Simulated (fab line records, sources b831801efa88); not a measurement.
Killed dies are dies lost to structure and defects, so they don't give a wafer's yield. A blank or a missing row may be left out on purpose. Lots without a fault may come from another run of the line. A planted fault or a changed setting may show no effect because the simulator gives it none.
Which tool did it? | flow sky130 | 6 lots, 18 wafers sampled, at 2 steps of a route of 708

WHAT THE GAUGES READ, wafer by wafer
SKY_LDD_LDN_OVL_MEAS_07.
lot  | measured     | on         | LDD_LDN_OVL (nm)
L885 | day 22 23:34 | overlay-02 | -1.6 -1.6 -0.5
L888 | day 24 15:23 | overlay-01 | -0.4 -1.0 -0.4
L895 | day 27 03:29 | overlay-02 | -1.4 -0.7 -0.7
L900 | day 28 08:14 | overlay-01 | 2.8 3.6 2.2
L903 | day 29 16:43 | overlay-01 | 1.1 2.8 2.4
L905 | day 30 04:32 | overlay-01 | 2.5 1.6 2.5

WHICH TOOL RAN EACH LOT (tool, then ch and the chambers of the sampled wafers, then the start)
lot  | SKY_LDD_HVN_EXPOSE_04
L885 | iline_stepper-01 ch 0, day 19 16:56
L888 | iline_stepper-02 ch 0, day 21 11:01
L895 | iline_stepper-02 ch 0, day 24 00:43
L900 | iline_stepper-01 ch 0, day 25 08:43
L903 | iline_stepper-02 ch 0, day 26 17:28
L905 | iline_stepper-02 ch 0, day 27 05:38
- SKY_LDD_HVN_EXPOSE_04: exposes mask HVNTM, target cd 700 nm.

THE ANSWER, worked out from the rows above alone
Rule: what is usual is taken from the lots themselves. Put in order of their means at a reading, lots are off if they are a third of the lots or fewer, leave a main group of 4 or more, and stand apart from it by a gap of 3 or more times the standard deviation of the main group's means; of several such gaps the widest counts. A main group whose means are all the same, to the digits that the tables above print for the reading, isn't used. A lot without any number at a reading at which 4 lots or more have one is off too. The other lots that the step has rows for count as sound.
No lot is off at any reading shown: from this, nothing can be told.

WHAT THE SIMULATOR HAD PUT IN
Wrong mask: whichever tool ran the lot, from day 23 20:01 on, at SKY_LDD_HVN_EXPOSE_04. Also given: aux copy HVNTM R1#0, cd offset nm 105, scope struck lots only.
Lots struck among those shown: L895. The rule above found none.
